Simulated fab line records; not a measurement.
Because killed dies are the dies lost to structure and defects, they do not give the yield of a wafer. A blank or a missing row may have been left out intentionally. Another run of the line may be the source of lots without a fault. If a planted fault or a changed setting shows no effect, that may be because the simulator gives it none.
fab line records | flow sky130
record lots=6 wafers=18 last-day=51
route steps=708 shown LDD_N@246 LDD_P@255 PAD_OPEN@708
lots that met no fault: from a run of the same line without faults
start-h: the number of hours between the record's first day and the start of the first shown wafer of the lot | wait-h: hours from the lot's prior step to this one | " repeats the value in the row above | L1.1+2: a single row standing in for several wafers | - no value, or no start given | * or withheld: withheld | < > ~ a bound
route shown NAME@n: NAME is a module with steps in the file, n the number in the route of the first one | usual: mean/standard deviation taken from wafers without a fault | same: alike in all rows | chamber/n: place in a boat | sites: the reading at each site | _std_site: standard deviation of those values | _edge_site: mean of outer sites minus mean of inner sites | radius-mm: how far each site lies from the wafer's centre | mask NAME#n: copy n | behind: the tool/chamber that last shaped the wafer | hold: what put the lot on hold/how long, in hours/how the hold closed | device: which transistor (n, p or np) failed to switch | end of line: tests run on the same wafers once the route is complete | a step with no rows: only its recipe | killed: not the wafer's yield, but the dies lost to structure and defects at the first sort | map: a wafer's dies, marking killed ones x, the rest . and places with no die _
set.NAME: the setting as run; set.NAME@STEP: as run at that earlier step | model.NAME: the simulator's own value behind a step, which no gauge read
lots at selected steps of the route; one table per step, one row per wafer
services: the hour from which a tool's chamber was out of use, counted from the record's first day as start-h (under 0 if before that day), plus the number of hours and why
## steps
# step SKY_LDD_N_IMPLANT_09
# recipe species=As energy-kev=20 dose-cm2=7.572e+13 tilt-deg=withheld rotation-deg=113
# step SKY_LDD_N_IMPLANT_10
# recipe species=As energy-kev=20 dose-cm2=7.5e+13 tilt-deg=withheld rotation-deg=203
# step SKY_LDD_N_IMPLANT_11
# recipe species=As energy-kev=20 dose-cm2=7.5e+13 tilt-deg=withheld rotation-deg=293
# step SKY_LDD_N_IMPLANT_12
# recipe species=BF2 energy-kev=50 dose-cm2=5e+12 tilt-deg=30 rotation-deg=0
# step SKY_LDD_N_IMPLANT_13
# recipe species=BF2 energy-kev=50 dose-cm2=5e+12 tilt-deg=30 rotation-deg=90
# step SKY_LDD_N_IMPLANT_14
# recipe species=BF2 energy-kev=50 dose-cm2=5e+12 tilt-deg=30 rotation-deg=180
# step SKY_LDD_N_IMPLANT_15
# recipe species=BF2 energy-kev=50 dose-cm2=5e+12 tilt-deg=30 rotation-deg=270
# step SKY_LDD_N_STRIP_16
# recipe chemistry=O2/N2 power-w=1400 pressure-mtorr=1500 platen-temp-c=withheld o2-flow-sccm=3000 n2-flow-sccm=300 overash-fraction=0.5
# usual drypump-motor-current-A=6.0/0.31 oes-product-au=0.406/0.0046 strip-time-to-endpoint-s=4.314/0.014
# columns lot.wafer tool chamber start-h wait-h drypump-motor-current-A oes-product-au rf-hours-counter-h strip-time-to-endpoint-s
L238.1 plasma-asher-01 1 413.89 0.1 6.3 0.410 73 4.312
L238.2 " 0 " " 5.5 0.406 73 4.310
L238.3 " 1 " " 6.2 0.401 - 4.308
L239.2 plasma-asher-02 0 422.17 0.1 6.1 0.398 30 4.315
L239.3 " 1 " " 6.2 0.405 - 4.338
L239.4 " 0 " " 6.1 0.401 - 4.318
L249.3 plasma-asher-02 0 512.83 0.1 6.1 0.405 - 4.269
L249.4 " 1 " " 6.3 0.407 - 4.301
L249.6 " 1 " " 6.2 0.402 - 4.301
L254.3 plasma-asher-02 0 553.33 0.1 6.1 0.402 - 4.321
L254.4 " 1 " " 6.2 0.408 - 4.302
L254.5 " 1 " " 6.2 0.410 - 4.309
L256.2 plasma-asher-03 1 568.54 0.1 5.6 0.401 76 4.325
L256.4 " 1 " " 5.6 0.407 - 4.316
L256.6 " 1 " " 5.6 0.404 - 4.319
L259.1 plasma-asher-02 0 626.19 0.1 6.1 0.413 50 4.311
L259.4 " 1 " " 6.3 0.404 - 4.316
L259.6 " 1 " " 6.3 0.411 - 4.302
# step SKY_LDD_N_TW_MEAS_17
# usual LDD_N_TW=2612/15
# columns lot.wafer tool chamber start-h wait-h LDD_N_TW
L238.1 film-metro-01 - 413.99 0.1 2621
L238.2 " - " " 2620
L238.3 " - " " 2616
L239.2 film-metro-01 - 422.28 0.1 2607
L239.3 " - " " 2604
L239.4 " - " " 2610
L249.3 film-metro-04 - 512.91 0.1 2615
L249.4 " - " " 2615
L249.6 " - " " 2595
L254.3 film-metro-01 - 553.41 0.1 2590
L254.4 " - " " 2608
L254.5 " - " " 2592
L256.2 film-metro-04 - 568.65 0.1 2615
L256.4 " - " " 2623
L256.6 " - " " 2623
L259.1 film-metro-04 - 626.29 0.1 2619
L259.4 " - " " 2630
L259.6 " - " " 2632
# step SKY_LDD_P_DEHYDRATE_00
# recipe temp-c=200 time-s=60
# step SKY_LDD_P_HMDS_01
# recipe prime-time-s=60 prime-temp-c=120
# step SKY_LDD_P_COAT_02
# recipe resist=NOVOLAK spin-rpm=3000 resist-thk-nm=1140
# step SKY_LDD_P_SOFTBAKE_03
# recipe temp-c=90 time-s=60 resist=NOVOLAK
# usual chill-plate-temp-C=23.04/0.097 heater-power-total-W=56.60/0.04 plate-temp-C=90.00/0.12
# same time-s=60
# columns lot.wafer tool chamber start-h wait-h chill-plate-temp-C heater-power-total-W plate-temp-C
L238.1 litho-track-04 0 428.82 0.1 23.10 56.63 89.91
L238.2 " 0 " " 22.95 56.60 89.80
L238.3 " 0 " " 22.96 56.63 89.81
L239.2 litho-track-03 0 437.41 0.1 23.21 56.59 90.13
L239.3 " 0 " " 23.11 56.55 90.01
L239.4 " 0 " " 23.16 56.64 90.16
L249.3 litho-track-03 0 527.98 0.1 23.23 58.12 91.70
L249.4 " 0 " " 23.08 58.17 91.78
L249.6 " 0 " " 23.14 58.21 91.80
L254.3 litho-track-03 0 568.28 0.1 22.92 58.09 91.74
L254.4 " 0 " " 22.96 58.16 91.72
L254.5 " 0 " " 23.08 58.17 92.01
L256.2 litho-track-04 0 583.30 0.1 23.18 56.59 90.01
L256.4 " 0 " " 23.06 56.63 90.05
L256.6 " 0 " " 22.88 56.62 90.06
L259.1 litho-track-04 0 641.72 0.1 23.00 56.59 90.15
L259.4 " 0 " " 23.05 56.65 89.98
L259.6 " 0 " " 23.05 56.63 90.07
# step SKY_LDD_P_EXPOSE_04
# recipe mask-id=PSDM na=0.6 source-shape=conventional sigma-outer=0.6 polarization=unpolarized target-cd-nm=380 dose-mj=138
# step SKY_PAD_OPEN_PROBE_99
# usual killed_at_M0_to_M3=43/6.4 killed_at_M4_up=3.2/1.8 killed-at-contacts=25/5.8 killed-at-front-end=16/4.1 killed-at-other=0.2/0.47 killed-dies=88/9.9 killed-open=47/7.3 killed-short=40/7.1
# same gross-dies=492 killed-at-back-side=0
# columns lot.wafer tool chamber start-h wait-h killed_at_M0_to_M3 killed_at_M4_up killed-at-contacts killed-at-front-end killed-at-other killed-dies killed-open killed-short
L238.1 prober-01 - 1079.66 0.1 46 3 23 23 0 95 52 43
L238.2 prober-01 - 1079.71 0.1 44 2 21 22 1 90 39 51
L238.3 prober-01 - 1079.76 0.2 45 0 29 15 0 89 44 45
L239.2 prober-02 - 1088.83 0.1 50 4 29 15 0 98 52 46
L239.3 prober-02 - 1088.88 0.2 34 2 22 11 1 70 37 33
L239.4 prober-02 - 1088.93 0.2 61 5 25 15 1 107 45 62
L249.3 prober-02 - 1147.16 0.2 46 0 26 14 0 86 45 40
L249.4 prober-02 - 1147.21 0.2 47 0 11 16 0 74 40 33
L249.6 prober-02 - 1147.31 0.2 48 5 22 17 0 92 59 33
L254.3 prober-01 - 1174.68 0.2 48 3 34 15 0 100 61 39
L254.4 prober-01 - 1174.73 0.2 57 3 24 13 0 97 51 46
L254.5 prober-01 - 1174.78 0.2 41 3 22 15 1 82 38 43
L256.2 prober-01 - 1185.76 0.1 40 5 28 6 0 79 49 30
L256.4 prober-01 - 1185.86 0.2 44 2 32 16 0 94 53 41
L256.6 prober-01 - 1185.96 0.2 35 1 26 13 0 75 46 25
L259.1 prober-02 - 1214.47 0.1 54 8 25 14 0 101 55 46
L259.4 prober-02 - 1214.62 0.2 47 6 32 12 0 97 48 49
L259.6 prober-02 - 1214.72 0.2 43 4 25 19 0 91 39 52
# killed by level:class
L238.1 VIA1:geometric-particle:open=13 LI_CONTACT:geometric-particle:open=11 METAL2:geometric-particle:short=10 FIELD_ISO:geometric-particle:short=8 POLY_GATE:geometric-particle:open=6 VIA2:geometric-particle:open=6 FIELD_ISO:geometric-particle:open=5 LOCAL_INTERCONNECT:geometric-particle:short=5
L238.2 METAL2:geometric-particle:short=13 VIA1:geometric-particle:open=9 FIELD_ISO:geometric-particle:short=7 CONTACT:geometric-particle:short=6 POLY_GATE:geometric-particle:open=5 LI_CONTACT:geometric-particle:open=5 VIA2:geometric-particle:open=5 FIELD_ISO:geometric-particle:open=4
L238.3 CONTACT:geometric-particle:open=13 POLY_GATE:geometric-particle:short=7 LI_CONTACT:geometric-particle:open=7 VIA1:geometric-particle:short=7 VIA1:geometric-particle:open=7 VIA3:geometric-particle:short=6 VIA3:geometric-particle:open=4 CONTACT:geometric-particle:short=4
L239.2 CONTACT:geometric-particle:open=10 VIA3:geometric-particle:open=10 VIA2:geometric-particle:open=9 FIELD_ISO:geometric-particle:open=7 METAL1:geometric-particle:short=7 VIA1:geometric-particle:open=7 CONTACT:geometric-particle:short=6 LI_CONTACT:geometric-particle:open=5
L239.3 VIA1:geometric-particle:open=9 LI_CONTACT:geometric-particle:open=7 METAL1:geometric-particle:short=7 VIA3:geometric-particle:open=7 CONTACT:geometric-particle:open=6 FIELD_ISO:geometric-particle:short=5 LI_CONTACT:geometric-particle:short=4 VIA2:geometric-particle:short=3
L239.4 METAL2:geometric-particle:short=11 VIA1:geometric-particle:open=10 CONTACT:geometric-particle:open=7 VIA1:geometric-particle:short=7 FIELD_ISO:geometric-particle:short=6 LI_CONTACT:geometric-particle:open=6 VIA3:geometric-particle:open=6 VIA2:geometric-particle:open=6
L249.3 VIA1:geometric-particle:open=11 CONTACT:geometric-particle:open=9 VIA3:geometric-particle:open=8 FIELD_ISO:geometric-particle:short=7 CONTACT:geometric-particle:short=6 VIA2:geometric-particle:short=6 VIA2:geometric-particle:open=6 METAL2:geometric-particle:short=5
L249.4 VIA2:geometric-particle:open=9 VIA3:geometric-particle:open=7 FIELD_ISO:geometric-particle:open=5 VIA1:geometric-particle:open=5 VIA2:geometric-particle:short=5 FIELD_ISO:geometric-particle:short=4 POLY_GATE:geometric-particle:open=4 METAL1:geometric-particle:short=4
L249.6 CONTACT:geometric-particle:open=11 VIA1:geometric-particle:open=11 VIA2:geometric-particle:open=10 POLY_GATE:geometric-particle:open=5 VIA1:geometric-particle:short=5 LI_CONTACT:geometric-particle:open=5 VIA3:geometric-particle:open=5 METAL1:geometric-particle:short=5
L254.3 VIA2:geometric-particle:open=11 CONTACT:geometric-particle:open=11 LI_CONTACT:geometric-particle:open=10 VIA1:geometric-particle:open=9 LOCAL_INTERCONNECT:geometric-particle:short=7 METAL1:geometric-particle:short=7 POLY_GATE:geometric-particle:open=5 METAL2:geometric-particle:short=5
L254.4 CONTACT:geometric-particle:open=13 METAL2:geometric-particle:short=10 VIA1:geometric-particle:open=9 VIA3:geometric-particle:open=7 LI_CONTACT:geometric-particle:open=6 METAL1:geometric-particle:short=6 VIA1:geometric-particle:short=6 VIA2:geometric-particle:open=6
L254.5 VIA1:geometric-particle:short=9 LI_CONTACT:geometric-particle:open=7 CONTACT:geometric-particle:open=7 VIA1:geometric-particle:open=6 FIELD_ISO:geometric-particle:short=5 FIELD_ISO:geometric-particle:open=5 VIA2:geometric-particle:short=5 VIA3:geometric-particle:open=5
L256.2 VIA1:geometric-particle:open=11 CONTACT:geometric-particle:open=9 LI_CONTACT:geometric-particle:open=8 VIA3:geometric-particle:open=7 CONTACT:geometric-particle:short=5 LOCAL_INTERCONNECT:geometric-particle:short=4 VIA2:geometric-particle:open=4 METAL2:geometric-particle:short=3
L256.4 CONTACT:geometric-particle:open=13 VIA1:geometric-particle:open=11 LI_CONTACT:geometric-particle:open=9 POLY_GATE:geometric-particle:open=6 VIA3:geometric-particle:short=6 VIA2:geometric-particle:open=5 METAL1:geometric-particle:short=5 METAL2:geometric-particle:short=5
L256.6 CONTACT:geometric-particle:open=13 VIA1:geometric-particle:open=10 LI_CONTACT:geometric-particle:open=6 VIA3:geometric-particle:open=6 VIA2:geometric-particle:open=5 CONTACT:geometric-particle:short=4 METAL1:geometric-particle:short=4 NWELL:coat-microbubble-printed=4
L259.1 VIA1:geometric-particle:open=14 CONTACT:geometric-particle:open=9 CONTACT:geometric-particle:short=6 METAL1:geometric-particle:short=6 VIA2:geometric-particle:open=6 VIA3:geometric-particle:open=5 VIA1:geometric-particle:short=5 VIA3:geometric-particle:short=5
L259.4 VIA1:geometric-particle:open=10 LI_CONTACT:geometric-particle:open=9 VIA2:geometric-particle:open=7 CONTACT:geometric-particle:open=7 CONTACT:geometric-particle:short=7 VIA1:geometric-particle:short=7 VIA3:geometric-particle:open=7 LI_CONTACT:geometric-particle:short=6
L259.6 VIA1:geometric-particle:open=11 VIA1:geometric-particle:short=9 LI_CONTACT:geometric-particle:open=9 METAL1:geometric-particle:short=8 FIELD_ISO:geometric-particle:short=7 POLY_GATE:geometric-particle:short=6 LOCAL_INTERCONNECT:geometric-particle:short=5 CONTACT:geometric-particle:open=5
## services
# columns tool chamber start-h hours kind
plasma-asher-01 - 421.25 9.0 pm
plasma-asher-01 0 421.25 9.0 vent-cycle
plasma-asher-01 1 421.25 9.0 vent-cycle
plasma-asher-01 0 430.25 - clean
plasma-asher-01 1 430.25 - clean
plasma-asher-03 - 435.47 15.6 pm
## key
first-sign step=SKY_LDD_P_SOFTBAKE_03 reading=heater-power-total-W direction=up sigmas=39 usual=* struck=*
effect step=SKY_LDD_P_SOFTBAKE_03 reading=plate-temp-C direction=up sigmas=15 usual=* struck=*
met-at SKY_LDD_P_SOFTBAKE_03
struck-wafers L249.3,L249.4,L249.6,L254.3,L254.4,L254.5
tester-left-out L249,L254
loop-trim step=SKY_LDD_P_EXPOSE_04 setting=dose lots=L254
onset-between 437.41 527.98
fault kind=process-parameter-drift tool=litho-track-03 chamber=- onset-h=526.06 steps=SKY_LDD_P_SOFTBAKE_03 channel=temp-c offset=* shape=step end-h=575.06 acts-in=* stated=*
# tester-left-out: of these lots the tester's yield and bins aren't shown, on N5 and GAA mostly nor the transistor test; their killed dies are dies lost to structure and defects alone, not to doping, threshold or leakage, so they don't give the yield
# loop-trim: a control loop set the setting to another value than it would have without faults
